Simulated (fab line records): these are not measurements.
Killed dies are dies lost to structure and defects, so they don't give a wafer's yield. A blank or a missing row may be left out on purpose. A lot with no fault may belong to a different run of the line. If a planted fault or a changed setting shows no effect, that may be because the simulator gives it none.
fab line records	flow sfqLine
[record] lots = 5	wafers = 23
route steps=325 shown M8@319
startH: start of the lot's first displayed wafer, in hours after the record's first day	waitH: hours since the lot's step before	" repeats the value in the row above	L1.1+2: several wafers, shown together as one row	- value missing, or start not given	* or withheld: withheld	< > ~ a bound
route shown NAME@n: a module of which the file shows steps, and the number in the route of the first	usual: mean/standard deviation taken from wafers without a fault	same: alike in all rows	chamber/n: place in a boat	sites: the reading at each site	_std_site: the standard deviation of these	_edge_site: the outer-site mean with the inner-site mean subtracted	radiusMm: how far each site lies from the wafer's centre	mask NAME#n: copy n	behind: the last tool/chamber to shape the wafer	hold: reason for holding the lot/hours on hold/outcome of the hold	device: the n, p or np transistor that did not switch	end of line: the tests these same wafers got at the end of their route	for a step that has no rows: nothing shown but its recipe	killed: at the first sort, the dies lost to defects and structure; wafer yield is something else	map: per-die view of a wafer (x killed, . not killed, _ where there is no die)
set.NAME: setting as actually run; set.NAME@STEP: the setting as run at that earlier step	model.NAME: the simulator's own value behind a step, which no gauge read
one table per step and one row per wafer, for lots whose settings were changed on purpose
[[steps]]
[step SFQ_TRILAYER_M8_DEP_EVAP_197]
[recipe] material = Ti	angularSpreadDeg = 1	targetThkNm = 20	timeS = 100	powerW = 2000
lot.wafer	tool	chamber	startH	waitH	set.timeS	model.Ti_of_TRILAYER_M8_DEP_EVAP_197.thkNm
L075.1+5	pvdSputter-02	-	1844.11	0.0	100	19.99
L075.3	"	-	"	"	113	22.67
L075.4	"	-	"	"	113	22.77
L075.6	"	-	"	"	100	20.49
L077.1	pvdSputter-02	-	1854.41	0.0	104.2	20.8
L077.2	"	-	"	"	100	20.63
L077.3	"	-	"	"	104.2	20.93
L077.4	"	-	"	"	104.2	20.89
L077.5	"	-	"	"	100	20.21
L078.1	pvdSputter-01	-	1858.47	0.0	100	20.11
L078.3	"	-	"	"	100	20.42
L078.4	"	-	"	"	100	19.83
L078.5	"	-	"	"	100	20.13
L078.6	"	-	"	"	100	19.98
L079.1	pvdSputter-02	-	1941.15	0.0	100	20.04
L079.2	"	-	"	"	100	20.21
L079.3	"	-	"	"	91.51	18.06
L079.4	"	-	"	"	91.51	18.02
L079.5	"	-	"	"	100	20.4
L082.1	pvdSputter-01	-	1948.35	0.0	100	20.28
L082.2	"	-	"	"	100	20.31
L082.4	"	-	"	"	100	20.26
[step SFQ_TRILAYER_M8_DEP_EVAP_198]
[recipe] material = Pt	angularSpreadDeg = 1	targetThkNm = 50	timeS = 250	powerW = 2000
lot.wafer	tool	chamber	startH	waitH	set.timeS	model.Pt_of_TRILAYER_M8_DEP_EVAP_198.thkNm
L075.1	pvdSputter-02	-	1844.18	0.0	250	50.17
L075.3	"	-	"	"	250	50.32
L075.4	"	-	"	"	259.7	52.05
L075.5	"	-	"	"	259.7	52.15
L075.6	"	-	"	"	259.7	51.86
L077.1	pvdSputter-02	-	1854.48	0.0	250	50.21
L077.2	"	-	"	"	234.7	46.71
L077.3	"	-	"	"	234.7	47.68
L077.4	"	-	"	"	234.7	46.89
L077.5	"	-	"	"	250	50.67
L078.1	pvdSputter-01	-	1858.54	0.0	261.8	52.24
L078.3	"	-	"	"	261.8	51.35
L078.4	"	-	"	"	261.8	51.15
L078.5	"	-	"	"	250	49.12
L078.6	"	-	"	"	250	49.77
L079.1	pvdSputter-02	-	1941.22	0.0	250	49.97
L079.2	"	-	"	"	229.7	45.57
L079.3	"	-	"	"	229.7	45.93
L079.4	"	-	"	"	250	49.75
L079.5	"	-	"	"	229.7	45.31
L082.1	pvdSputter-01	-	1948.42	0.0	250	50.88
L082.2	"	-	"	"	250	49.3
L082.4	"	-	"	"	250	50.02
[[key]]
[split] step = SFQ_TRILAYER_M8_DEP_EVAP_197	setting = timeS	stated = 100	by = wafer
[response] step = SFQ_TRILAYER_M8_DEP_EVAP_197	reading = model.Ti_of_TRILAYER_M8_DEP_EVAP_197.thkNm	change = +0.208	per = 1%	r = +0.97
[split] step = SFQ_TRILAYER_M8_DEP_EVAP_198	setting = timeS	stated = 250	by = wafer
[response] step = SFQ_TRILAYER_M8_DEP_EVAP_198	reading = model.Pt_of_TRILAYER_M8_DEP_EVAP_198.thkNm	change = +0.512	per = 1%	r = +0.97
